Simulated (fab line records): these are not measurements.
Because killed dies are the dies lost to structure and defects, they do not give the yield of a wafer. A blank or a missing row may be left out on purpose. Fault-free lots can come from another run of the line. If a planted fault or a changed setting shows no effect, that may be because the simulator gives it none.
fab line records | flow sky130
record lots=6 wafers=18 lastDay=50
route steps=708 shown LOCAL_INTERCONNECT@394 CONTACT@406
lots with no fault: from the same line, run without faults
startH: hours from the record's opening day to when the first of the lot's shown wafers began | waitH: hours since the lot's step before | " same as the row above | L1.1+2: a single row standing in for several wafers | - value missing, or start not given | * or withheld: withheld | < > ~ a bound
route shown NAME@n: NAME is a module with steps in the file, n the number in the route of the first one | usual: mean/standard deviation taken from wafers without a fault | same: alike in all rows | chamber/n: place in a boat | sites: the reading at each site | _std_site: their standard deviation | _edge_site: outer sites' mean less inner sites' | radiusMm: how far each site lies from the wafer's centre | mask NAME#n: copy n | behind: the tool/chamber that last shaped the wafer | hold: reason for holding the lot/hours on hold/outcome of the hold | device: whichever transistor did not switch (one of n, p or np) | end of line: tests run on the same wafers once the route is complete | a step given without rows: its recipe and nothing more | killed: dies lost to structure and defects at the first sort, not the wafer's yield | map: a wafer's dies, x killed, . not, _ none there
set.NAME: the setting as run; set.NAME@STEP: as run at that earlier step | model.NAME: the simulator's own value behind a step, which no gauge read
certain route steps with their lots: each step a table, each wafer a row
services: from which hour (startH, from the record's first day; less than 0 if before it) a tool's chamber was out of use, for how many hours, and why
## steps
# step SKY_LOCAL_INTERCONNECT_SOFTBAKE_07
# recipe tempC=100 timeS=90 resist=KrF-thick
# step SKY_LOCAL_INTERCONNECT_EXPOSE_08
# recipe maskId=LI1M na=0.8 sourceShape=annular sigmaInner=0.55 sigmaOuter=0.85 targetCdNm=170 doseMj=28
# step SKY_LOCAL_INTERCONNECT_PEB_09
# recipe pebTempC=withheld pebTimeS=withheld resist=KrF-thick
# step SKY_LOCAL_INTERCONNECT_DEVELOP_10
# recipe developTimeS=60 resist=KrF-thick devTempC=21
# step SKY_LOCAL_INTERCONNECT_CD_MEAS_11
# recipe targetCdNm=170
# usual cdNm=169.6/1.4
# columns lot.wafer tool chamber startH waitH cdNm
L753.3 cdSem-01 - 700.83 - 166.6
L753.4 " - " " 167.2
L753.6 " - " " 165.3
L759.2 cdSem-02 - 763.20 - 169.8
L759.3 " - " " 169.7
L759.6 " - " " 170.5
L771.1 cdSem-02 - 853.68 - 169.2
L771.3 " - " " 169.8
L771.4 " - " " 172.5
L773.1 cdSem-02 - 861.03 - 167.5
L773.4 " - " " 167.9
L773.6 " - " " 167.5
L774.4 cdSem-01 - 870.89 - 172.6
L774.5 " - " " 170.1
L774.6 " - " " 171.7
L775.2 cdSem-02 - 875.28 - 167.7
L775.4 " - " " 169.5
L775.5 " - " " 169.1
# step SKY_LOCAL_INTERCONNECT_OVL_MEAS_12
# usual LOCAL_INTERCONNECT_OVL=-4/5.6
# columns lot.wafer tool chamber startH waitH LOCAL_INTERCONNECT_OVL[nm]
L753.3 overlay-02 - 700.92 0.1 -9
L753.4 " - " " -3
L753.6 " - " " -11
L759.2 overlay-01 - 763.31 0.1 -7
L759.3 " - " " -5
L759.6 " - " " -7
L771.1 overlay-02 - 853.80 0.1 -10
L771.3 " - " " -1
L771.4 " - " " -3
L773.1 overlay-01 - 861.15 0.1 -6
L773.4 " - " " -1
L773.6 " - " " -2
L774.4 overlay-02 - 870.97 0.1 -19
L774.5 " - " " -17
L774.6 " - " " -13
L775.2 overlay-01 - 875.39 0.1 -8
L775.4 " - " " -8
L775.5 " - " " -13
# step SKY_LOCAL_INTERCONNECT_ETCH_13
# recipe chemistry=N2/H2 target=BARC ionEnergyEv=200 biasW=100 pressureMtorr=30 n2FlowSccm=100 h2FlowSccm=200 icpW=500 stopOn=SiO2 timeS=45.9 targetDepthA=600
# usual drypumpMotorCurrentA=5.5/0.52 h2FlowSccm=200.1/0.68 oesProductAu=0.854/0.0046 throttleValvePct=13.225/0.0089
# columns lot.wafer tool chamber startH waitH drypumpMotorCurrentA h2FlowSccm oesProductAu rfHoursCounterH throttleValvePct
L753.3 rieMetal-03 0 700.96 0.0 5.6 199.5 0.856 - 13.228
L753.4 " 1 " " 6.5 199.9 0.852 - 13.213
L753.6 " 0 " " 5.6 199.9 0.856 - 13.237
L759.2 rieMetal-04 0 763.34 0.0 4.9 200.3 0.853 13 13.226
L759.3 " 0 " " 5.0 199.4 0.853 - 13.220
L759.6 " 0 " " 5.0 200.1 0.854 - 13.221
L771.1 rieMetal-04 1 853.84 0.0 5.9 198.7 0.846 3 13.245
L771.3 " 1 " " 5.8 199.1 0.853 - 13.215
L771.4 " 0 " " 5.0 198.9 0.852 - 13.223
L773.1 rieMetal-04 0 861.19 0.0 5.0 198.9 0.861 2 13.239
L773.4 " 0 " " 5.0 200.1 0.858 - 13.222
L773.6 " 1 " " 5.9 200.7 0.854 - 13.214
L774.4 rieMetal-04 0 871.01 0.0 5.0 201.5 0.853 - 13.221
L774.5 " 0 " " 5.0 201.1 0.862 - 13.230
L774.6 " 1 " " 5.9 200.3 0.858 - 13.221
L775.2 rieMetal-03 1 875.42 0.0 6.5 200.0 0.848 2 13.225
L775.4 " 0 " " 5.5 200.0 0.852 - 13.217
L775.5 " 1 " " 6.5 200.4 0.851 - 13.217
# step SKY_LOCAL_INTERCONNECT_METAL_ETCH_14
# recipe targetDepthNm=110 stopOn=PSG chemistry=Cl2/BCl3 target=TiN resistSidewallDeg=88 pressureMtorr=10 icpW=900 biasW=48.5 Cl2_flow_sccm=60 bcl3FlowSccm=30 timeS=31.4
# usual drypumpMotorCurrentA=5.5/0.52 oesProductAu=0.942/0.0088 throttleValvePct=21.900/0.01
# columns lot.wafer tool chamber startH waitH drypumpMotorCurrentA oesProductAu rfHoursCounterH throttleValvePct
L753.3 rieMetal-03 0 701.02 0.0 5.6 0.937 - 21.908
L753.4 " 1 " " 6.5 0.947 - 21.915
L753.6 " 0 " " 5.6 0.944 - 21.908
L759.2 rieMetal-04 0 763.40 0.0 4.9 0.926 13 21.914
L759.3 " 0 " " 5.0 0.935 - 21.897
L759.6 " 0 " " 5.0 0.930 - 21.888
L771.1 rieMetal-04 1 853.90 0.0 5.9 0.952 3 21.893
L771.3 " 1 " " 5.9 0.945 - 21.896
L771.4 " 0 " " 5.0 0.940 - 21.903
L773.1 rieMetal-04 0 861.25 0.0 5.0 0.939 2 21.929
L773.4 " 0 " " 5.0 0.942 - 21.906
L773.6 " 1 " " 5.9 0.946 - 21.889
L774.4 rieMetal-04 0 871.07 0.0 5.0 0.921 - 21.918
L774.5 " 0 " " 4.9 0.941 - 21.889
L774.6 " 1 " " 5.9 0.935 - 21.903
L775.2 rieMetal-03 1 875.50 0.1 6.5 0.947 2 21.892
L775.4 " 0 " " 5.5 0.942 - 21.899
L775.5 " 1 " " 6.5 0.940 - 21.900
# step SKY_LOCAL_INTERCONNECT_STRIP_15
# recipe chemistry=O2/N2 powerW=1400 pressureMtorr=1500 platenTempC=withheld o2FlowSccm=3000 n2FlowSccm=300 overashFraction=0.5
# usual drypumpMotorCurrentA=5.55/0.24 oesProductAu=0.427/0.0047 stripTimeToEndpointS=4.722/0.02
# columns lot.wafer tool chamber startH waitH drypumpMotorCurrentA oesProductAu rfHoursCounterH stripTimeToEndpointS
L753.3 plasmaAsher-04 0 701.09 0.1 5.10 0.417 - 4.696
L753.4 " 1 " " 5.69 0.421 - 4.707
L753.6 " 1 " " 5.70 0.425 - 4.717
L759.2 plasmaAsher-01 1 763.45 0.0 5.53 0.428 63 4.713
L759.3 " 0 " " 5.84 0.426 - 4.703
L759.6 " 1 " " 5.51 0.426 - 4.715
L771.1 plasmaAsher-01 0 853.95 0.0 5.82 0.426 73 4.729
L771.3 " 1 " " 5.53 0.426 - 4.708
L771.4 " 0 " " 5.81 0.426 - 4.713
L773.1 plasmaAsher-01 0 861.30 0.0 5.83 0.417 74 4.766
L773.4 " 0 " " 5.82 0.423 - 4.719
L773.6 " 1 " " 5.53 0.427 - 4.737
L774.4 plasmaAsher-01 0 871.14 0.1 5.83 0.426 - 4.755
L774.5 " 1 " " 5.50 0.426 - 4.729
L774.6 " 0 " " 5.82 0.427 - 4.730
L775.2 plasmaAsher-04 0 875.57 0.0 5.12 0.424 13 4.743
L775.4 " 1 " " 5.74 0.435 - 4.706
L775.5 " 1 " " 5.68 0.426 - 4.727
# step SKY_LOCAL_INTERCONNECT_STRIP_16
# recipe chemistry=postEtchResidueRemover timeS=1200 tempC=72.5
# step SKY_LOCAL_INTERCONNECT_CLEAN_17
# recipe chemistry=IPA timeS=180 tempC=25
# step SKY_LOCAL_INTERCONNECT_CLEAN_18
# recipe chemistry=O3/DIW dry=n2Spin
# step SKY_CONTACT_CVD_00
# recipe material=Si3N4 targetThkNm=75 tempC=400 timeS=withheld rfW=450
# usual heaterPowerW=691/89
# columns lot.wafer tool chamber startH waitH heaterPowerW model.Si3N4_of_CONTACT_CVD_00.thkNm
L753.3 pecvd-03 2 701.65 0.0 751 72.9
L753.4 " 2 " " 736 74.37
L753.6 " 1 " " 806 74.74
L759.2 pecvd-01 0 764.05 0.0 825 74.1
L759.3 " 1 " " 602 74.01
L759.6 " 0 " " 674 75.55
L771.1 pecvd-01 1 854.55 0.0 610 75.71
L771.3 " 0 " " 691 74.51
L771.4 " 0 " " 678 75.21
L773.1 pecvd-03 0 861.90 0.0 577 65.96
L773.4 " 0 " " 576 66.55
L773.6 " 2 " " 771 75.01
L774.4 pecvd-03 1 871.72 0.0 843 76.44
L774.5 " 0 " " 615 68.09
L774.6 " 2 " " 688 76.19
L775.2 pecvd-01 0 876.16 0.0 725 74.05
L775.4 " 2 " " 620 75.07
L775.5 " 1 " " 596 75.43
# step SKY_CONTACT_THK_MEAS_01
# recipe reads=Si3N4_of_CONTACT_CVD_00
# usual CONTACT_CVD_00_THK=74.9/0.97
# columns lot.wafer tool chamber startH waitH CONTACT_CVD_00_THK[nm]
L753.3 filmMetro-01 - 701.70 - 72.9
L753.4 " - " " 74.4
L753.6 " - " " 74.8
L759.2 filmMetro-01 - 764.09 - 74.1
L759.3 " - " " 74.1
L759.6 " - " " 75.5
L771.1 filmMetro-02 - 854.58 - 75.7
L771.3 " - " " 74.5
L771.4 " - " " 75.2
L773.1 filmMetro-03 - 861.93 - 66.0
L773.4 " - " " 66.5
L773.6 " - " " 75.0
L774.4 filmMetro-02 - 871.77 - 76.5
L774.5 " - " " 68.1
L774.6 " - " " 76.2
L775.2 filmMetro-02 - 876.20 - 74.0
L775.4 " - " " 75.1
L775.5 " - " " 75.5
# step SKY_CONTACT_HDPCVD_02
# recipe material=SiO2 targetThkNm=565 sigmaOpenFrac=0.3 timeS=94.2 tempC=600 sih4FlowSccm=60 pressureMtorr=6
# step SKY_CONTACT_THK_MEAS_03
# recipe reads=SiO2_of_CONTACT_HDPCVD_02
# usual CONTACT_HDPCVD_THK=566/5.5
# columns lot.wafer tool chamber startH waitH CONTACT_HDPCVD_THK[nm]
L753.3 filmMetro-02 - 701.83 0.1 566
L753.4 " - " " 560
L753.6 " - " " 566
L759.2 filmMetro-02 - 764.22 0.0 561
L759.3 " - " " 570
L759.6 " - " " 567
L771.1 filmMetro-03 - 854.71 0.0 566
L771.3 " - " " 571
L771.4 " - " " 558
L773.1 filmMetro-01 - 862.06 0.0 562
L773.4 " - " " 564
L773.6 " - " " 576
L774.4 filmMetro-03 - 871.90 0.0 570
L774.5 " - " " 577
L774.6 " - " " 569
L775.2 filmMetro-03 - 876.33 0.0 563
L775.4 " - " " 566
L775.5 " - " " 566
# step SKY_CONTACT_CMP_04
# recipe material=SiO2 downForcePsi=4 platenRpm=60 padVelocityMS=0.94248
# usual motorCurrentA=11.3/0.96
# columns lot.wafer tool chamber startH waitH motorCurrentA
L753.4 cmp-01 2 701.92 0.1 12.0
L753.3 " 0 " " 12.5
L753.6 " 1 " " 10.9
L759.2 cmp-02 0 764.32 0.1 10.7
L759.3 " 1 " " 11.1
L759.6 " 3 " " 11.4
L771.1 cmp-02 3 854.89 0.2 11.3
L771.3 " 0 " " 11.0
L771.4 " 1 " " 11.6
L773.4 cmp-02 0 862.17 0.1 11.0
L773.1 " 1 " " 11.3
L773.6 " 0 " " 10.9
L774.4 cmp-02 3 872.03 0.1 11.9
L774.5 " 1 " " 11.6
L774.6 " 2 " " 9.6
L775.2 cmp-02 3 876.43 0.1 11.1
L775.4 " 0 " " 10.5
L775.5 " 3 " " 11.5
# step SKY_CONTACT_BOW_MEAS_05
# recipe mode=bow
# usual CONTACT_BOW=81/7
# columns lot.wafer tool chamber startH waitH CONTACT_BOW[um]
L753.3 filmMetro-03 - 702.21 0.1 73
L753.4 " - " " 80
L753.6 " - " " 74
L759.2 filmMetro-02 - 764.59 0.2 82
L759.3 " - " " 91
L759.6 " - " " 96
L771.1 filmMetro-01 - 855.19 0.2 70
L771.3 " - " " 77
L771.4 " - " " 80
L773.1 filmMetro-02 - 862.42 0.1 76
L773.4 " - " " 79
L773.6 " - " " 89
L774.4 filmMetro-02 - 872.29 0.2 82
L774.5 " - " " 76
L774.6 " - " " 80
L775.2 filmMetro-02 - 876.70 0.2 79
L775.4 " - " " 85
L775.5 " - " " 71
# step SKY_CONTACT_DEHYDRATE_06
# recipe tempC=200 timeS=60
# step SKY_CONTACT_HMDS_07
# recipe primeTimeS=60 primeTempC=120
# step SKY_CONTACT_COAT_08
# recipe resist=BARC tempC=withheld timeS=withheld spinRpm=3000 resistThkNm=60
# step SKY_CONTACT_COAT_09
# recipe resist=KrF-thick spinRpm=3000 resistThkNm=450
# step SKY_CONTACT_SOFTBAKE_10
# recipe tempC=100 timeS=90 resist=KrF-thick
# step SKY_CONTACT_EXPOSE_11
# recipe maskId=CTM1 na=0.8 sourceShape=annular sigmaInner=0.55 sigmaOuter=0.85 targetCdNm=170 doseMj=38
# step SKY_CONTACT_PEB_12
# recipe pebTempC=withheld pebTimeS=withheld resist=KrF-thick
# step SKY_CONTACT_DEVELOP_13
# recipe developTimeS=60 resist=KrF-thick devTempC=21
# step SKY_CONTACT_CD_MEAS_14
# recipe targetCdNm=170
# usual cdNm=170.7/1.6
# columns lot.wafer tool chamber startH waitH cdNm
L753.3 cdSem-02 - 730.89 - 170.0
L753.4 " - " " 169.5
L753.6 " - " " 170.5
L759.2 cdSem-01 - 791.78 - 171.8
L759.3 " - " " 170.9
L759.6 " - " " 172.2
L771.1 cdSem-02 - 881.36 - 172.7
L771.3 " - " " 171.8
L771.4 " - " " 172.6
L773.1 cdSem-01 - 888.46 - 172.0
L773.4 " - " " 170.2
L773.6 " - " " 172.8
L774.4 cdSem-02 - 897.72 - 174.1
L774.5 " - " " 172.7
L774.6 " - " " 172.0
L775.2 cdSem-02 - 902.43 - 168.4
L775.4 " - " " 167.8
L775.5 " - " " 168.5
# step SKY_CONTACT_OVL_MEAS_15
# usual CONTACT_OVL=-2/4.6
# columns lot.wafer tool chamber startH waitH CONTACT_OVL[nm]
L753.3 overlay-02 - 730.98 0.1 -1
L753.4 " - " " -2
L753.6 " - " " 1
L759.2 overlay-02 - 791.89 0.1 -3
L759.3 " - " " -3
L759.6 " - " " -11
L771.1 overlay-02 - 881.48 0.1 1
L771.3 " - " " -7
L771.4 " - " " -11
L773.1 overlay-02 - 888.58 0.1 1
L773.4 " - " " -5
L773.6 " - " " 3
L774.4 overlay-02 - 897.80 0.1 -3
L774.5 " - " " 7
L774.6 " - " " -4
L775.2 overlay-02 - 902.55 0.1 5
L775.4 " - " " 0
L775.5 " - " " -3
# step SKY_CONTACT_ETCH_16
# recipe chemistry=N2/H2 target=BARC ionEnergyEv=200 sourceW=500 biasW=100 pressureMtorr=30 n2FlowSccm=100 h2FlowSccm=200 stopOn=SiO2 timeS=45.9 targetDepthA=600
# step SKY_CONTACT_ETCH_17
# recipe target=SiO2 chemistry=C4F8/O2/Ar stopOn=Si3N4 maskMaterial=KrF-thick sourceW=1500 biasW=1200 pressureMtorr=40 c4f8FlowSccm=withheld O2_flow_sccm=6 Ar_flow_sccm=300 timeS=withheld targetDepthA=3400
# step SKY_CONTACT_ETCH_18
# recipe target=Si3N4 chemistry=CHF3/O2 stopOn=TiN sourceW=600 biasW=200 pressureMtorr=40 chf3FlowSccm=50 O2_flow_sccm=5 timeS=39 targetDepthA=750
# usual drypumpMotorCurrentA=5.80/0.27 oesProductAu=0.854/0.0073 throttleValvePct=8.793/0.0087
# columns lot.wafer tool chamber startH waitH drypumpMotorCurrentA oesProductAu rfHoursCounterH throttleValvePct model.etch.depthNm
L753.3 rieDiel-02 0 - - 5.45 0.842 5 8.790 72.9
L753.4 " 2 " " 6.16 0.862 10 8.805 74.37
L753.6 " 1 " " 5.69 0.848 - 8.791 74.74
L759.2 rieDiel-02 2 - - 6.13 0.844 12 8.785 74.1
L759.3 " 0 " " 5.44 0.845 7 8.794 74.01
L759.6 " 3 " " 6.00 0.850 - 8.789 75.55
L771.1 rieDiel-01 3 - - 5.90 0.865 19 8.795 75.71
L771.3 " 2 " " 5.90 0.850 8 8.804 74.51
L771.4 " 0 " " 5.58 0.854 12 8.788 75.21
L773.1 rieDiel-02 0 - - 5.46 0.798 10 8.784 65.96
L773.4 " 3 " " 6.04 0.797 23 8.779 66.55
L773.6 " 3 " " 6.03 0.853 - 8.809 75.01
L774.4 rieDiel-03 1 - - 5.57 0.862 11 8.801 76.44
L774.5 " 3 " " 5.73 0.818 - 8.787 68.09
L774.6 " 0 " " 5.97 0.856 - 8.798 76.19
L775.2 rieDiel-02 1 - - 5.69 0.843 15 8.785 74.05
L775.4 " 3 " " 6.02 0.858 24 8.800 75.07
L775.5 " 1 " " 5.73 0.861 - 8.803 75.43
# step SKY_CONTACT_STRIP_19
# recipe chemistry=O2/N2 powerW=1400 pressureMtorr=1500 platenTempC=withheld o2FlowSccm=3000 n2FlowSccm=300 overashFraction=0.5
# usual drypumpMotorCurrentA=5.6/0.52 oesProductAu=0.380/0.0042 stripTimeToEndpointS=3.61/0.037
# columns lot.wafer tool chamber startH waitH drypumpMotorCurrentA oesProductAu rfHoursCounterH stripTimeToEndpointS
L753.3 plasmaAsher-03 0 731.17 - 6.5 0.385 - 3.63
L753.4 " 1 " " 5.0 0.383 - 3.64
L753.6 " 1 " " 5.0 0.383 - 3.63
L759.2 plasmaAsher-03 1 792.05 - 5.0 0.374 37 3.63
L759.3 " 0 " " 6.5 0.383 - 3.63
L759.6 " 0 " " 6.5 0.373 - 3.63
L771.1 plasmaAsher-03 0 881.65 - 6.5 0.381 46 3.64
L771.3 " 0 " " 6.5 0.378 - 3.58
L771.4 " 1 " " 5.0 0.374 - 3.64
L773.1 plasmaAsher-03 0 888.75 - 6.5 0.380 46 3.62
L773.4 " 1 " " 5.0 0.382 - 3.62
L773.6 " 0 " " 6.5 0.376 - 3.61
L774.4 plasmaAsher-03 1 897.98 - 5.0 0.383 - 3.60
L774.5 " 1 " " 5.0 0.380 - 3.61
L774.6 " 0 " " 6.5 0.377 - 3.58
L775.2 plasmaAsher-04 0 902.71 - 5.1 0.380 15 3.60
L775.4 " 1 " " 5.7 0.381 - 3.62
L775.5 " 0 " " 5.1 0.373 - 3.59
## services
# columns tool chamber startH hours kind
rieDiel-01 - 682.59 1.8 repair
cmp-01 - 684.58 8.1 pm
pecvd-03 - 732.16 0.4 repair
plasmaAsher-04 - 733.75 9.0 pm
cmp-02 - 744.23 4.0 pm
cmp-01 - 758.72 0.5 repair
pecvd-01 - 765.79 0.5 repair
rieMetal-04 1 770.04 - clean
rieMetal-04 1 770.04 24.8 scheduledDown
rieMetal-04 1 770.04 24.8 ventCycle
cmp-01 - 782.97 0.9 repair
rieDiel-02 1 789.25 8.6 repair
rieMetal-04 0 796.32 - clean
rieDiel-03 - 806.87 0.6 repair
rieDiel-03 3 811.05 7.2 repair
pecvd-01 - 818.69 0.9 repair
rieDiel-01 2 822.98 55.5 repair
plasmaAsher-03 - 846.78 0.9 repair
plasmaAsher-04 - 850.34 1.8 repair
rieDiel-02 - 860.85 1.1 repair
cmp-01 - 880.53 0.4 repair
cmp-02 - 883.50 0.4 repair
rieDiel-03 2 883.51 2.9 repair
rieDiel-01 - 887.10 0.4 repair
## key
firstSign step=SKY_CONTACT_THK_MEAS_01 reading=CONTACT_CVD_00_THK direction=down sigmas=8.3 usual=74.9 struck=66.9
effect step=SKY_CONTACT_ETCH_18 reading=oesProductAu direction=down sigmas=6.9 usual=0.854 struck=0.804
modelEffect step=SKY_CONTACT_CVD_00 value=Si3N4_of_CONTACT_CVD_00.thkNm without=75.43 struck=66.87
modelEffect step=SKY_CONTACT_ETCH_18 value=etch.depthNm without=75.43 struck=66.87
metAt SKY_CONTACT_CVD_00
struckWafers L773.1,L773.4,L774.5
testerLeftOut L773,L774
fault kind=processParameterDrift tool=pecvd-03 chamber=0 onsetH=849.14 steps=SKY_CONTACT_CVD_00 channel=timeS offset=withheld shape=step endH=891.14 actsIn=*
# testerLeftOut: of these lots the tester's yield and bins aren't shown, on N5 and GAA mostly nor the transistor test; their killed dies are dies lost to structure and defects alone, not to doping, threshold or leakage, so they don't give the yield
